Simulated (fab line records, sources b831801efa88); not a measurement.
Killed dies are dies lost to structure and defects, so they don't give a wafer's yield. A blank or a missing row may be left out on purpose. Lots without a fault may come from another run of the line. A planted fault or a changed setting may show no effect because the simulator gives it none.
Chamber matching | flow gf180mcu | GF_CONTACT_CVD_02 on pecvd-01: 3 sister chambers
The step deposits SiO2 from TEOS, target thk 860 nm, time 95.992 s. 6 wafers are shown with their chamber, then 8 later ones without.

WAFERS WITH THEIR CHAMBER
wafer  | chamber | heater_power_w (W) | heater_power_outer_w (W)
L590.2 | 2       | 663                | 358
L597.5 | 2       | 594                | 304
L600.2 | 0       | 527                | 284
L600.4 | 1       | 608                | 340
L600.6 | 0       | 608                | 336
L602.1 | 1       | 554                | 292

WAFERS WITHOUT THEIR CHAMBER
wafer  | heater_power_w (W) | heater_power_outer_w (W)
L602.3 | 719                | 407
L602.4 | 593                | 322
L606.1 | 609                | 330
L606.3 | 602                | 306
L606.4 | 661                | 352
L608.3 | 551                | 302
L608.4 | 582                | 294
L608.5 | 583                | 347

WHICH CHAMBER EACH WENT THROUGH
wafer  | from the rows above          | in truth
L602.3 | can't be placed: 2 or 1 or 0 | 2
L602.4 | can't be placed: 1 or 0 or 2 | 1
L606.1 | can't be placed: 2 or 1 or 0 | 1
L606.3 | can't be placed: 1 or 0 or 2 | 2
L606.4 | can't be placed: 2 or 1 or 0 | 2
L608.3 | can't be placed: 0 or 1 or 2 | 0
L608.4 | can't be placed: 0 or 1 or 2 | 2
L608.5 | can't be placed: 1 or 2 or 0 | 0
Placed correctly: 0 of 8. Can't be placed from these rows: 8 (the true chamber is among the candidates in 8). Placed wrongly: 0.
How it was worked out, from the rows above alone: a wafer's distance from a chamber is the root of the sum, over the readings, of the square of ((its reading less the chamber's mean) divided by the reading's scatter). The wafer belongs to the nearest chamber; if the next one is less than 2 further off, it can't be placed. A chamber's mean is the mean of its shown wafers. The scatter: the root of (the sum of the squares of (reading less its chamber's mean) over the shown wafers, divided by (wafers less chambers)).
